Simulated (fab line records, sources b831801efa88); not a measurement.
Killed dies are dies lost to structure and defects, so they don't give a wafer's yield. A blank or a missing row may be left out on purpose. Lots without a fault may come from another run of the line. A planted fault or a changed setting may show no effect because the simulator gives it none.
Problem report in the 8D (eight disciplines) form, filled by code | flow gf180mcu | the parts of the form that need people (team, actions taken, sign-off) are left out

1. THE PROBLEM
MIM_ALCU_RS at GF_MIM_RS_MEAS_10 reads a mean of 0.1247 ohm/sq on 1 wafer of 1 lot; wafers without a fault read 0.1603 ohm/sq with a standard deviation of 0.0022. That is -16 standard deviations from the usual mean.
The step: measures by four-point-probe.
First seen on wafer L500.4, day 27 17:26, on film_metro-03. The record holds 32 wafers of 11 lots with a number at this step. Rule for "out", or "out of limits": more than 4 standard deviations from the usual mean. The other wafers with a number count as sound.

2. WHAT IT IS AND WHAT IT IS NOT
question                    | is                | is not
which readings at this step | MIM_ALCU_RS       | -
which lots                  | L500              | L492, L499, L502, L504, L505, L507, L508, L509, L512, L513
which wafers of those lots  | L500.4            | L500.5
read on which gauges        | film_metro-03     | film_metro-01, film_metro-04
when                        | from day 27 17:26 | up to then (7 sound wafers); but 24 sound wafers of L502, L504, L505, L507, L508, L509, L512, L513 came after

3. SUSPECTS, AND WHAT RULES EACH OUT
Counting: a tool at a process step up to the reading stays a suspect if it ran every lot that is out. Sound lots after the first of them don't rule it out here, since some wafers of a struck lot are sound.
- the gauge at GF_MIM_RS_MEAS_10: ruled out. All the wafers that are out were read on film_metro-03, but those of them that GF_MIM_METAL_ETCH_19 has rows for are out there too, on other tools.
- pvd_sputter-03 at GF_M4_SPUTTER_02 (material AlCu, target thk 450 nm, time 23.9 s): kept. It ran the lot that is out, L500 (day 25 21:16).
- pvd_sputter-04 at GF_V4_SPUTTER_21 (material Ti, target thk 15 nm, time 80.02 s): kept. It ran the lot that is out, L500 (day 27 16:19).
- pvd_sputter-01 at GF_MIM_SPUTTER_02 (material AlCu, target thk 450 nm, time 23.9 s): kept. It ran the lot that is out, L500 (day 27 17:06); its last sound lot up to then is L492 (day 25 06:23).
- pvd_sputter-03 at GF_MIM_SPUTTER_08 (material AlCu, target thk 200 nm, time 10.6 s): kept. It ran the lot that is out, L500 (day 27 17:20).
Left after counting: pvd_sputter-03 at GF_M4_SPUTTER_02, pvd_sputter-04 at GF_V4_SPUTTER_21, pvd_sputter-01 at GF_MIM_SPUTTER_02, pvd_sputter-03 at GF_MIM_SPUTTER_08.

4. THE CAUSE (what the simulator had put in)
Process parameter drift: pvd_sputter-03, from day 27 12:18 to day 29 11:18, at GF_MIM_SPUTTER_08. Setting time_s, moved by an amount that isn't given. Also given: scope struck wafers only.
Counting left 4 suspects, and this tool is among them.

5. THE CHAIN OF EFFECTS, in route order
Each row: a reading whose mean over the struck wafers that have a number lies more than 3 standard deviations from the usual. Only readings for which the record gives a usual standard deviation are gone through. hours: the time from each lot's start at the first step in this table that gives one to its start at this step, as a median over the lots. sigmas: the change in usual standard deviations.
hours | step                 | reading            | usual         | on struck wafers | change  | sigmas
0     | GF_MIM_RS_MEAS_10    | MIM_ALCU_RS        | 0.1603 ohm/sq | 0.1247           | -0.0356 | -16
0     | GF_MIM_THK_MEAS_11   | MIM_ALCU_THK       | 197.4 nm      | 251.5            | +54.1   | +21
19    | GF_MIM_METAL_ETCH_19 | oes_product_au     | 0.940 a.u.    | 0.992            | +0.052  | +7.2
19    | GF_MIM_METAL_ETCH_19 | throttle_valve_pct | 28.284 %      | 28.236           | -0.048  | -4.0
The process steps in it:
- GF_MIM_METAL_ETCH_19: etches the open film in Cl2/BCl3, stops on Si3N4, target depth 324.5 nm, time 54.1 s.

6. WHAT WOULD HAVE CAUGHT IT SOONER
In this record the first reading out of limits at a measuring or inspecting step was taken at day 27 17:26, 5 hours after the fault began at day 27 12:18.
Of the tool readings at GF_MIM_SPUTTER_08 for which the record gives a usual standard deviation, none was out on any struck wafer, so an alarm limit of 4 standard deviations on them would not have fired.
All the lots that are out (1) had begun GF_MIM_SPUTTER_08 on pvd_sputter-03 by day 27 17:26. A hold on the tool at that time would have spared none of them.
